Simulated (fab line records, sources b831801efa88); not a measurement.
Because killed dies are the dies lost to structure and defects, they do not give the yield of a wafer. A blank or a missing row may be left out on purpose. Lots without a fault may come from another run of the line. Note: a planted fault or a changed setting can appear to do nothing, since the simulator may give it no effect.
What tool caused it? / flow sfq-line / 7 lots, 21 wafers sampled, at 2 steps of a route of 325

## WHAT EACH GAUGE READ, for each wafer
SFQ_M6_OVL_MEAS_940.
lot=L777; measured=day 57 06:50; on=overlay-02; M6_OVL (nm)=-7 1 7
lot=L779; measured=day 58 03:02; on=overlay-02; M6_OVL (nm)=1 0 13
lot=L781; measured=day 58 16:13; on=overlay-01; M6_OVL (nm)=-6 0 -11
lot=L789; measured=day 60 19:26; on=overlay-01; M6_OVL (nm)=4 5 12
lot=L792; measured=day 61 13:26; on=overlay-01; M6_OVL (nm)=-6 1 3
lot=L796; measured=day 62 07:26; on=overlay-01; M6_OVL (nm)=0 10 7
lot=L798; measured=day 62 18:14; on=overlay-01; M6_OVL (nm)=4 -2 -3

## TOOL THAT RAN EACH LOT (tool first, then ch and the chambers of the sampled wafers, then the start)
lot=L777; SFQ_TRILAYER_R5_DEP_SPUTTER_134=pvd-sputter-04, day 48 21:47
lot=L779; SFQ_TRILAYER_R5_DEP_SPUTTER_134=pvd-sputter-03, day 50 07:01
lot=L781; SFQ_TRILAYER_R5_DEP_SPUTTER_134=pvd-sputter-05, day 51 05:40
lot=L789; SFQ_TRILAYER_R5_DEP_SPUTTER_134=pvd-sputter-04, day 53 06:58
lot=L792; SFQ_TRILAYER_R5_DEP_SPUTTER_134=pvd-sputter-03, day 54 03:40
lot=L796; SFQ_TRILAYER_R5_DEP_SPUTTER_134=pvd-sputter-04, day 55 03:50
lot=L798; SFQ_TRILAYER_R5_DEP_SPUTTER_134=pvd-sputter-03, day 55 12:56
- SFQ_TRILAYER_R5_DEP_SPUTTER_134: material Ti, target thk 5 nm, time 5 s.

## THE ANSWER, worked out from the rows above alone
Rule: the usual values come from the lots themselves. Put in order of their means at a reading, lots are off if they are a third of the lots or fewer, leave a main group of 4 or more, and stand apart from it by a gap of 3 or more times the standard deviation of the main group's means; of several such gaps the widest counts. The tables above print the reading to a certain number of digits; a main group whose means all agree to those digits is not used. Also off: a lot with no number at a reading for which 4 or more lots have one. Any other lot the step has rows for is counted as sound.
No lot is off at any reading shown: from this, nothing can be told.

## WHAT THE SIMULATOR HAD INSERTED
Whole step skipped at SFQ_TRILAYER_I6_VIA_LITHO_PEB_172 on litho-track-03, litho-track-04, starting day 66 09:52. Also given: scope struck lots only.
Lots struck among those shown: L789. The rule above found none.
